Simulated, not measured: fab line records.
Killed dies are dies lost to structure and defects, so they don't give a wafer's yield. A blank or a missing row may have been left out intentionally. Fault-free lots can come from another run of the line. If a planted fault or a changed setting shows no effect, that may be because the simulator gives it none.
fab line records	flow sky130	part 1 of 2: steps 1 to 26 of 36
[record] lots = 5	wafers = 15	last-day = 50
route steps=708 shown LDD_P@255 LDD_HVN@267 LDD_HVP@278 LDD_LDN@289
lots untouched by any fault: they come from a run of this same line in which no faults occurred
start-h: start of the lot's first displayed wafer, in hours after the record's first day	wait-h: hours elapsed since this lot's preceding step	" the same as in the row above	L1.1+2: several wafers, shown together as one row	- value missing, or start not given	* or withheld: withheld	< > ~ a bound
route shown NAME@n: names a module that has steps shown in the file, with the first one's number in the route	usual: the fault-free wafers' mean and standard deviation	same: alike in all rows	chamber/n: place in a boat	sites: per-site readings	_std_site: standard deviation across them	_edge_site: outer sites' mean less inner sites'	radius-mm: for every site, how far away it sits from the centre of the wafer	mask NAME#n: copy n	behind: the most recent tool/chamber to have shaped the wafer	hold: why the lot was held/for how many hours/how that ended	device: whichever transistor did not switch (one of n, p or np)	end of line: tests run on the same wafers once the route is complete	where a step has no rows: the recipe by itself	killed: dies lost to structure and defects at the first sort, not the wafer's yield	map: a wafer's dies, x killed, . not, _ none there
set.NAME: the run value of the setting; set.NAME@STEP: its run value at that earlier step	model.NAME: the simulator's own value behind a step, which no gauge read
a table for each step, a row for each wafer; lots at some steps of the route
services: a tool's chamber out of use, with start hour (start-h, from the record's first day; less than 0 if before it), hours out, and reason
[[steps]]
[step SKY_LDD_P_DEHYDRATE_00]
[recipe] temp-c = 200	time-s = 60
[usual] exhaust-pa = 44.9/0.92	heater-power-total-W = 160.38/0.12
lot.wafer	tool	chamber	start-h	wait-h	exhaust-pa	heater-power-total-W
L081.1	litho-track-02	0	487.01	15.0	43.3	160.22
L081.4	"	0	"	"	43.1	160.30
L081.5	"	0	"	"	43.9	160.48
L092.1	litho-track-01	0	574.64	13.0	45.6	160.30
L092.4	"	0	"	"	43.6	160.24
L092.6	"	0	"	"	45.8	160.29
L094.2	litho-track-01	0	593.32	14.4	45.0	160.33
L094.3	"	0	"	"	46.4	160.31
L094.4	"	0	"	"	45.4	160.27
L095.1	litho-track-02	0	602.01	13.5	45.0	160.25
L095.3	"	0	"	"	44.2	160.55
L095.6	"	0	"	"	44.7	160.39
L096.4	litho-track-02	0	606.78	14.2	43.9	160.58
L096.5	"	0	"	"	44.1	160.29
L096.6	"	0	"	"	45.3	160.45
[step SKY_LDD_P_HMDS_01]
[recipe] prime-time-s = 60	prime-temp-c = 120
[usual] exhaust-pa = 44.9/0.83
lot.wafer	tool	chamber	start-h	wait-h	exhaust-pa
L081.1	litho-track-02	0	487.16	0.1	45.3
L081.4	"	0	"	"	44.0
L081.5	"	0	"	"	43.6
L092.1	litho-track-01	0	574.79	0.1	43.7
L092.4	"	0	"	"	44.8
L092.6	"	0	"	"	43.7
L094.2	litho-track-01	0	593.47	0.1	45.9
L094.3	"	0	"	"	46.4
L094.4	"	0	"	"	45.7
L095.1	litho-track-02	0	602.16	0.1	45.1
L095.3	"	0	"	"	45.2
L095.6	"	0	"	"	46.3
L096.4	litho-track-02	0	606.93	0.1	45.5
L096.5	"	0	"	"	44.1
L096.6	"	0	"	"	45.4
[step SKY_LDD_P_COAT_02]
[recipe] resist = NOVOLAK	spin-rpm = 3000	resist-thk-nm = 1140
[usual] exhaust-pa = 44.8/0.88
lot.wafer	tool	chamber	start-h	wait-h	exhaust-pa
L081.1	litho-track-02	0	487.31	0.1	44.5
L081.4	"	0	"	"	45.5
L081.5	"	0	"	"	45.4
L092.1	litho-track-01	0	574.94	0.1	44.6
L092.4	"	0	"	"	45.8
L092.6	"	0	"	"	44.5
L094.2	litho-track-01	0	593.62	0.1	45.3
L094.3	"	0	"	"	43.4
L094.4	"	0	"	"	44.6
L095.1	litho-track-02	0	602.31	0.1	45.8
L095.3	"	0	"	"	43.7
L095.6	"	0	"	"	45.7
L096.4	litho-track-02	0	607.08	0.1	45.1
L096.5	"	0	"	"	45.1
L096.6	"	0	"	"	45.8
[step SKY_LDD_P_SOFTBAKE_03]
[recipe] temp-c = 90	time-s = 60	resist = NOVOLAK
[usual] exhaust-pa = 45.0/0.97	heater-power-total-W = 56.59/0.046
lot.wafer	tool	chamber	start-h	wait-h	exhaust-pa	heater-power-total-W
L081.1	litho-track-02	0	487.46	0.1	44.8	56.61
L081.4	"	0	"	"	43.7	56.58
L081.5	"	0	"	"	42.9	56.56
L092.1	litho-track-01	0	575.09	0.1	44.5	56.67
L092.4	"	0	"	"	44.7	56.64
L092.6	"	0	"	"	43.8	56.65
L094.2	litho-track-01	0	593.77	0.1	44.0	56.63
L094.3	"	0	"	"	42.8	56.55
L094.4	"	0	"	"	42.9	56.59
L095.1	litho-track-02	0	602.46	0.1	44.3	56.62
L095.3	"	0	"	"	44.4	56.66
L095.6	"	0	"	"	45.0	56.62
L096.4	litho-track-02	0	607.23	0.1	46.0	56.66
L096.5	"	0	"	"	45.0	56.57
L096.6	"	0	"	"	46.8	56.55
[step SKY_LDD_P_EXPOSE_04]
[recipe] mask-id = PSDM	na = 0.6	source-shape = conventional	sigma-outer = 0.6	polarization = unpolarized	target-cd-nm = 380	dose-mj = 138
lot.wafer	tool	chamber	start-h	wait-h	mask
L081.1+4+5	iline-stepper-01	0	-	-	PSDM#0
L092.1+4+6	iline-stepper-01	0	-	-	PSDM#0
L094.2+3+4	iline-stepper-01	0	-	-	PSDM#0
L095.1+3+6	iline-stepper-02	0	-	-	PSDM#0
L096.4+5+6	iline-stepper-02	0	-	-	PSDM#0
[step SKY_LDD_P_PEB_05]
[recipe] temp-c = withheld	time-s = *	resist = NOVOLAK
[usual] exhaust-pa = 45.1/0.83
lot.wafer	tool	chamber	start-h	wait-h	exhaust-pa
L081.1	litho-track-04	0	-	-	44.7
L081.4	"	0	"	"	44.3
L081.5	"	0	"	"	45.7
L092.1	litho-track-01	0	-	-	43.6
L092.4	"	0	"	"	44.8
L092.6	"	0	"	"	44.8
L094.2	litho-track-04	0	-	-	43.9
L094.3	"	0	"	"	44.4
L094.4	"	0	"	"	44.0
L095.1	litho-track-02	0	-	-	45.9
L095.3	"	0	"	"	45.2
L095.6	"	0	"	"	46.3
L096.4	litho-track-01	0	-	-	46.1
L096.5	"	0	"	"	44.4
L096.6	"	0	"	"	45.8
[step SKY_LDD_P_DEVELOP_06]
[recipe] resist = NOVOLAK	developer = TMAH	develop-time-s = 60	dev-temp-c = 23
[usual] exhaust-pa = 45.0/0.98
lot.wafer	tool	chamber	start-h	wait-h	exhaust-pa
L081.1	litho-track-04	0	502.19	0.1	44.2
L081.4	"	0	"	"	46.4
L081.5	"	0	"	"	46.1
L092.1	litho-track-01	0	589.84	0.1	43.9
L092.4	"	0	"	"	46.7
L092.6	"	0	"	"	42.8
L094.2	litho-track-04	0	608.52	0.1	46.4
L094.3	"	0	"	"	46.2
L094.4	"	0	"	"	44.9
L095.1	litho-track-02	0	617.66	0.1	45.8
L095.3	"	0	"	"	44.3
L095.6	"	0	"	"	44.7
L096.4	litho-track-01	0	621.72	0.1	45.4
L096.5	"	0	"	"	44.7
L096.6	"	0	"	"	43.6
[step SKY_LDD_P_CD_MEAS_07]
[recipe] target-cd-nm = 380
[usual] cd-nm = 380.6/2.8
lot.wafer	tool	chamber	start-h	wait-h	cd-nm
L081.1	cd-sem-02	-	502.34	0.1	380.0
L081.4	"	-	"	"	379.4
L081.5	"	-	"	"	378.5
L092.1	cd-sem-02	-	589.99	0.1	382.3
L092.4	"	-	"	"	382.7
L092.6	"	-	"	"	380.9
L094.2	cd-sem-01	-	608.66	0.1	381.6
L094.3	"	-	"	"	381.9
L094.4	"	-	"	"	379.7
L095.1	cd-sem-01	-	617.81	0.1	382.0
L095.3	"	-	"	"	383.9
L095.6	"	-	"	"	380.3
L096.4	cd-sem-01	-	621.85	0.1	380.1
L096.5	"	-	"	"	382.9
L096.6	"	-	"	"	380.3
[step SKY_LDD_P_OVL_MEAS_08]
[usual] LDD_P_OVL = 0.2/1.5
lot.wafer	tool	chamber	start-h	wait-h	LDD_P_OVL[nm]
L081.1	overlay-01	-	502.46	0.1	3.9
L081.4	"	-	"	"	3.0
L081.5	"	-	"	"	1.4
L092.1	overlay-02	-	590.11	0.1	0.5
L092.4	"	-	"	"	0.4
L092.6	"	-	"	"	0.1
L094.2	overlay-01	-	608.77	0.1	-0.2
L094.3	"	-	"	"	-3.9
L094.4	"	-	"	"	-2.2
L095.1	overlay-02	-	617.93	0.1	0.0
L095.3	"	-	"	"	1.4
L095.6	"	-	"	"	2.9
L096.4	overlay-02	-	621.93	0.1	0.5
L096.5	"	-	"	"	0.7
L096.6	"	-	"	"	0.0
[step SKY_LDD_P_IMPLANT_09]
[recipe] species = BF2	energy-kev = 25	dose-cm2 = 1e+13	tilt-deg = withheld
lot.wafer	tool	chamber	start-h	wait-h
L081.1+4+5	implanter-02	0	502.50	0.0
L092.1+4+6	implanter-02	0	590.15	0.0
L094.2+3+4	implanter-04	0	608.82	0.0
L095.1+3+6	implanter-02	0	617.96	0.0
L096.4+5+6	implanter-04	0	622.02	0.1
[step SKY_LDD_P_STRIP_10]
[recipe] chemistry = O2/N2	power-w = 1400	pressure-mtorr = 1500	platen-temp-c = withheld	o2-flow-sccm = 3000	n2-flow-sccm = 300	overash-fraction = 0.5
[usual] drypump-motor-current-A = 5.8/0.47	o2-flow-sccm = 2999/8.9	oes-product-au = 0.716/0.0045	strip-time-to-endpoint-s = 14.16/0.047
lot.wafer	tool	chamber	start-h	wait-h	drypump-motor-current-A	o2-flow-sccm	oes-product-au	rf-hours-counter-h	strip-time-to-endpoint-s
L081.1	plasma-asher-04	1	502.65	0.1	5.7	2986	0.710	64	14.12
L081.4	"	1	"	"	5.7	2993	0.718	-	14.10
L081.5	"	0	"	"	5.2	2992	0.717	-	14.14
L092.1	plasma-asher-03	1	590.30	0.1	5.7	2983	0.705	16	14.12
L092.4	"	1	"	"	5.7	3008	0.709	-	14.16
L092.6	"	0	"	"	5.3	3002	0.709	-	14.16
L094.2	plasma-asher-03	0	608.95	0.1	5.3	3007	0.708	18	14.19
L094.3	"	1	"	"	5.7	2992	0.725	-	14.17
L094.4	"	0	"	"	5.3	2993	0.713	-	14.20
L095.1	plasma-asher-02	0	618.11	0.1	6.3	2991	0.712	94	14.10
L095.3	"	0	"	"	6.3	3005	0.714	-	14.14
L095.6	"	0	"	"	6.3	3011	0.714	-	14.13
L096.4	plasma-asher-03	1	622.13	0.1	5.7	2996	0.716	-	14.22
L096.5	"	0	"	"	5.3	2987	0.716	-	14.17
L096.6	"	1	"	"	5.7	2998	0.715	-	14.17
[step SKY_LDD_P_TW_MEAS_11]
[usual] LDD_P_TW = 639/4.1
lot.wafer	tool	chamber	start-h	wait-h	LDD_P_TW
L081.1	film-metro-01	-	502.75	0.1	642
L081.4	"	-	"	"	650
L081.5	"	-	"	"	643
L092.1	film-metro-04	-	590.40	0.1	639
L092.4	"	-	"	"	639
L092.6	"	-	"	"	634
L094.2	film-metro-01	-	609.06	0.1	644
L094.3	"	-	"	"	643
L094.4	"	-	"	"	644
L095.1	film-metro-03	-	618.21	0.1	635
L095.3	"	-	"	"	635
L095.6	"	-	"	"	638
L096.4	film-metro-03	-	622.23	0.1	637
L096.5	"	-	"	"	633
L096.6	"	-	"	"	634
[step SKY_LDD_HVN_DEHYDRATE_00]
[recipe] temp-c = 200	time-s = 60
[usual] exhaust-pa = 45.0/0.8	heater-power-total-W = 160.39/0.13
lot.wafer	tool	chamber	start-h	wait-h	exhaust-pa	heater-power-total-W
L081.1	litho-track-02	0	517.81	15.0	45.0	160.52
L081.4	"	0	"	"	45.3	160.41
L081.5	"	0	"	"	45.5	160.17
L092.1	litho-track-04	0	604.39	14.0	45.6	160.52
L092.4	"	0	"	"	45.1	160.42
L092.6	"	0	"	"	42.9	160.45
L094.2	litho-track-04	0	622.52	13.4	45.4	160.62
L094.3	"	0	"	"	44.6	160.58
L094.4	"	0	"	"	45.4	160.28
L095.1	litho-track-02	0	631.36	13.1	45.7	160.37
L095.3	"	0	"	"	45.9	160.33
L095.6	"	0	"	"	45.6	160.52
L096.4	litho-track-04	0	636.22	14.0	44.4	160.58
L096.5	"	0	"	"	44.6	160.25
L096.6	"	0	"	"	45.7	160.39
[step SKY_LDD_HVN_HMDS_01]
[recipe] prime-time-s = 60	prime-temp-c = 120
[usual] exhaust-pa = 44.8/0.87
lot.wafer	tool	chamber	start-h	wait-h	exhaust-pa
L081.1	litho-track-02	0	517.96	0.1	44.4
L081.4	"	0	"	"	45.1
L081.5	"	0	"	"	44.3
L092.1	litho-track-04	0	604.54	0.1	43.7
L092.4	"	0	"	"	44.1
L092.6	"	0	"	"	44.9
L094.2	litho-track-04	0	622.67	0.1	44.4
L094.3	"	0	"	"	43.5
L094.4	"	0	"	"	45.7
L095.1	litho-track-02	0	631.51	0.1	44.6
L095.3	"	0	"	"	45.6
L095.6	"	0	"	"	46.9
L096.4	litho-track-04	0	636.37	0.1	45.0
L096.5	"	0	"	"	45.2
L096.6	"	0	"	"	45.5
[step SKY_LDD_HVN_COAT_02]
[recipe] resist = NOVOLAK	spin-rpm = 3000	resist-thk-nm = 300
[usual] exhaust-pa = 45.2/0.94
lot.wafer	tool	chamber	start-h	wait-h	exhaust-pa
L081.1	litho-track-02	0	518.11	0.1	46.0
L081.4	"	0	"	"	44.8
L081.5	"	0	"	"	46.3
L092.1	litho-track-04	0	604.69	0.1	44.6
L092.4	"	0	"	"	45.2
L092.6	"	0	"	"	44.2
L094.2	litho-track-04	0	622.82	0.1	44.6
L094.3	"	0	"	"	43.5
L094.4	"	0	"	"	43.5
L095.1	litho-track-02	0	631.66	0.1	45.3
L095.3	"	0	"	"	44.4
L095.6	"	0	"	"	44.5
L096.4	litho-track-04	0	636.52	0.1	46.5
L096.5	"	0	"	"	46.4
L096.6	"	0	"	"	45.3
[step SKY_LDD_HVN_SOFTBAKE_03]
[recipe] temp-c = 90	time-s = 60	resist = NOVOLAK
[usual] exhaust-pa = 45.0/0.89	heater-power-total-W = 56.59/0.04
lot.wafer	tool	chamber	start-h	wait-h	exhaust-pa	heater-power-total-W
L081.1	litho-track-02	0	518.26	0.1	44.9	56.65
L081.4	"	0	"	"	45.7	56.63
L081.5	"	0	"	"	45.0	56.58
L092.1	litho-track-04	0	604.84	0.1	44.9	56.55
L092.4	"	0	"	"	44.3	56.58
L092.6	"	0	"	"	45.6	56.58
L094.2	litho-track-04	0	622.97	0.1	46.6	56.56
L094.3	"	0	"	"	44.0	56.58
L094.4	"	0	"	"	44.6	56.56
L095.1	litho-track-02	0	631.81	0.1	44.6	56.61
L095.3	"	0	"	"	45.1	56.60
L095.6	"	0	"	"	45.3	56.54
L096.4	litho-track-04	0	636.67	0.1	43.4	56.57
L096.5	"	0	"	"	43.8	56.57
L096.6	"	0	"	"	46.2	56.69
[step SKY_LDD_HVN_EXPOSE_04]
[recipe] mask-id = HVNTM	na = 0.6	source-shape = conventional	sigma-outer = 0.6	polarization = unpolarized	target-cd-nm = 700	dose-mj = 127
lot.wafer	tool	chamber	start-h	wait-h	mask
L081.1+4+5	iline-stepper-02	0	-	-	HVNTM#0
L092.1+4+6	iline-stepper-01	0	-	-	HVNTM#0
L094.2+3+4	iline-stepper-02	0	-	-	HVNTM#0
L095.1+3+6	iline-stepper-02	0	-	-	HVNTM#0
L096.4+5+6	iline-stepper-01	0	-	-	HVNTM#0
[step SKY_LDD_HVN_PEB_05]
[recipe] temp-c = withheld	time-s = *	resist = NOVOLAK
[usual] exhaust-pa = 45.2/0.99
lot.wafer	tool	chamber	start-h	wait-h	exhaust-pa
L081.1	litho-track-03	0	-	-	44.6
L081.4	"	0	"	"	45.5
L081.5	"	0	"	"	45.6
L092.1	litho-track-03	0	-	-	46.5
L092.4	"	0	"	"	47.2
L092.6	"	0	"	"	45.6
L094.2	litho-track-02	0	-	-	44.6
L094.3	"	0	"	"	46.0
L094.4	"	0	"	"	45.6
L095.1	litho-track-03	0	-	-	45.9
L095.3	"	0	"	"	44.1
L095.6	"	0	"	"	46.0
L096.4	litho-track-02	0	-	-	45.8
L096.5	"	0	"	"	45.1
L096.6	"	0	"	"	45.5
[step SKY_LDD_HVN_DEVELOP_06]
[recipe] resist = NOVOLAK	developer = TMAH	develop-time-s = 60	dev-temp-c = 23
[usual] exhaust-pa = 45.0/0.86
lot.wafer	tool	chamber	start-h	wait-h	exhaust-pa
L081.1	litho-track-03	0	533.25	0.1	45.4
L081.4	"	0	"	"	45.1
L081.5	"	0	"	"	45.3
L092.1	litho-track-03	0	619.95	0.1	45.3
L092.4	"	0	"	"	45.1
L092.6	"	0	"	"	45.3
L094.2	litho-track-02	0	637.38	0.1	46.2
L094.3	"	0	"	"	46.8
L094.4	"	0	"	"	45.2
L095.1	litho-track-03	0	646.65	0.1	44.9
L095.3	"	0	"	"	45.4
L095.6	"	0	"	"	45.5
L096.4	litho-track-02	0	650.73	0.1	44.7
L096.5	"	0	"	"	44.5
L096.6	"	0	"	"	44.1
[step SKY_LDD_HVN_OVL_MEAS_07]
[usual] LDD_HVN_OVL = -0.4/1.1
lot.wafer	tool	chamber	start-h	wait-h	LDD_HVN_OVL[nm]
L081.1	overlay-02	-	533.40	0.1	-3.0
L081.4	"	-	"	"	-1.3
L081.5	"	-	"	"	-2.3
L092.1	overlay-01	-	620.10	0.1	-0.1
L092.4	"	-	"	"	-1.0
L092.6	"	-	"	"	0.4
L094.2	overlay-01	-	637.51	0.1	-3.2
L094.3	"	-	"	"	-1.0
L094.4	"	-	"	"	-1.4
L095.1	overlay-02	-	646.80	0.1	-0.1
L095.3	"	-	"	"	-0.1
L095.6	"	-	"	"	-1.2
L096.4	overlay-02	-	650.82	0.1	0.5
L096.5	"	-	"	"	1.0
L096.6	"	-	"	"	-0.5
[step SKY_LDD_HVN_IMPLANT_08]
[recipe] species = P	energy-kev = 60	dose-cm2 = 3e+13	tilt-deg = 40
lot.wafer	tool	chamber	start-h	wait-h
L081.1+4+5	implanter-02	0	533.43	0.0
L092.1+4+6	implanter-01	0	620.13	0.0
L094.2+3+4	implanter-02	0	637.57	0.0
L095.1+3+6	implanter-02	0	646.83	0.0
L096.4+5+6	implanter-02	0	650.92	0.1
[step SKY_LDD_HVN_STRIP_09]
[recipe] chemistry = O2/N2	power-w = 1400	pressure-mtorr = 1500	platen-temp-c = withheld	o2-flow-sccm = 3000	n2-flow-sccm = 300	overash-fraction = 0.5
[usual] drypump-motor-current-A = 5.8/0.44	o2-flow-sccm = 3001/9.5	oes-product-au = 0.408/0.0044	strip-time-to-endpoint-s = 4.134/0.013
lot.wafer	tool	chamber	start-h	wait-h	drypump-motor-current-A	o2-flow-sccm	oes-product-au	rf-hours-counter-h	strip-time-to-endpoint-s
L081.1	plasma-asher-03	1	533.58	0.1	5.7	2982	0.413	11	4.138
L081.4	"	0	"	"	5.3	2985	0.412	-	4.130
L081.5	"	0	"	"	5.3	2977	0.405	-	4.137
L092.1	plasma-asher-01	1	620.28	0.1	5.4	2999	0.402	51	4.122
L092.4	"	1	"	"	5.4	3001	0.406	-	4.113
L092.6	"	0	"	"	5.5	3019	0.402	-	4.122
L094.2	plasma-asher-01	0	637.69	0.1	5.5	3005	0.407	53	4.129
L094.3	"	0	"	"	5.5	3006	0.410	-	4.118
L094.4	"	1	"	"	5.5	2999	0.405	-	4.153
L095.1	plasma-asher-02	0	646.98	0.1	6.3	3002	0.411	97	4.140
L095.3	"	1	"	"	6.4	2992	0.411	-	4.105
L095.6	"	1	"	"	6.5	2987	0.409	-	4.132
L096.4	plasma-asher-01	0	651.02	0.1	5.5	3006	0.405	-	4.121
L096.5	"	1	"	"	5.4	3006	0.406	-	4.115
L096.6	"	0	"	"	5.5	2994	0.416	-	4.134
[step SKY_LDD_HVN_TW_MEAS_10]
[usual] LDD_HVN_TW = 1442/8.5
lot.wafer	tool	chamber	start-h	wait-h	LDD_HVN_TW
L081.1	film-metro-02	-	533.68	0.1	1435
L081.4	"	-	"	"	1438
L081.5	"	-	"	"	1437
L092.1	film-metro-03	-	620.38	0.1	1438
L092.4	"	-	"	"	1441
L092.6	"	-	"	"	1439
L094.2	film-metro-02	-	637.80	0.1	1441
L094.3	"	-	"	"	1444
L094.4	"	-	"	"	1440
L095.1	film-metro-02	-	647.08	0.1	1437
L095.3	"	-	"	"	1445
L095.6	"	-	"	"	1442
L096.4	film-metro-04	-	651.12	0.1	1450
L096.5	"	-	"	"	1455
L096.6	"	-	"	"	1449
[step SKY_LDD_HVP_DEHYDRATE_00]
[recipe] temp-c = 200	time-s = 60
[usual] exhaust-pa = 45.2/0.99	heater-power-total-W = 160.36/0.12
lot.wafer	tool	chamber	start-h	wait-h	exhaust-pa	heater-power-total-W
L081.1	litho-track-01	0	547.69	14.0	46.0	160.25
L081.4	"	0	"	"	45.8	160.43
L081.5	"	0	"	"	46.6	160.46
L092.1	litho-track-02	0	633.51	13.1	43.8	160.37
L092.4	"	0	"	"	43.2	160.14
L092.6	"	0	"	"	43.8	160.33
L094.2	litho-track-01	0	651.97	14.2	44.4	160.44
L094.3	"	0	"	"	44.9	160.29
L094.4	"	0	"	"	44.5	160.19
L095.1	litho-track-02	0	660.11	13.0	45.0	160.31
L095.3	"	0	"	"	44.6	160.36
L095.6	"	0	"	"	44.5	160.56
L096.4	litho-track-01	0	664.82	13.7	44.6	160.32
L096.5	"	0	"	"	45.3	160.49
L096.6	"	0	"	"	46.0	160.27
[step SKY_LDD_HVP_HMDS_01]
[recipe] prime-time-s = 60	prime-temp-c = 120
[usual] exhaust-pa = 45.1/0.94
lot.wafer	tool	chamber	start-h	wait-h	exhaust-pa
L081.1	litho-track-01	0	547.84	0.1	45.7
L081.4	"	0	"	"	45.1
L081.5	"	0	"	"	46.0
L092.1	litho-track-02	0	633.66	0.1	44.9
L092.4	"	0	"	"	46.0
L092.6	"	0	"	"	45.1
L094.2	litho-track-01	0	652.12	0.1	45.1
L094.3	"	0	"	"	44.4
L094.4	"	0	"	"	45.5
L095.1	litho-track-02	0	660.26	0.1	45.9
L095.3	"	0	"	"	45.8
L095.6	"	0	"	"	46.0
L096.4	litho-track-01	0	664.97	0.1	45.9
L096.5	"	0	"	"	44.0
L096.6	"	0	"	"	44.5
[step SKY_LDD_HVP_COAT_02]
[recipe] resist = NOVOLAK	spin-rpm = 3000	resist-thk-nm = 300
[usual] exhaust-pa = 44.9/0.97
lot.wafer	tool	chamber	start-h	wait-h	exhaust-pa
L081.1	litho-track-01	0	547.99	0.1	45.0
L081.4	"	0	"	"	44.6
L081.5	"	0	"	"	45.8
L092.1	litho-track-02	0	633.81	0.1	43.0
L092.4	"	0	"	"	44.7
L092.6	"	0	"	"	43.3
L094.2	litho-track-01	0	652.27	0.1	44.0
L094.3	"	0	"	"	43.3
L094.4	"	0	"	"	43.2
L095.1	litho-track-02	0	660.41	0.1	46.1
L095.3	"	0	"	"	45.7
L095.6	"	0	"	"	45.7
L096.4	litho-track-01	0	665.12	0.1	44.6
L096.5	"	0	"	"	43.5
L096.6	"	0	"	"	45.1
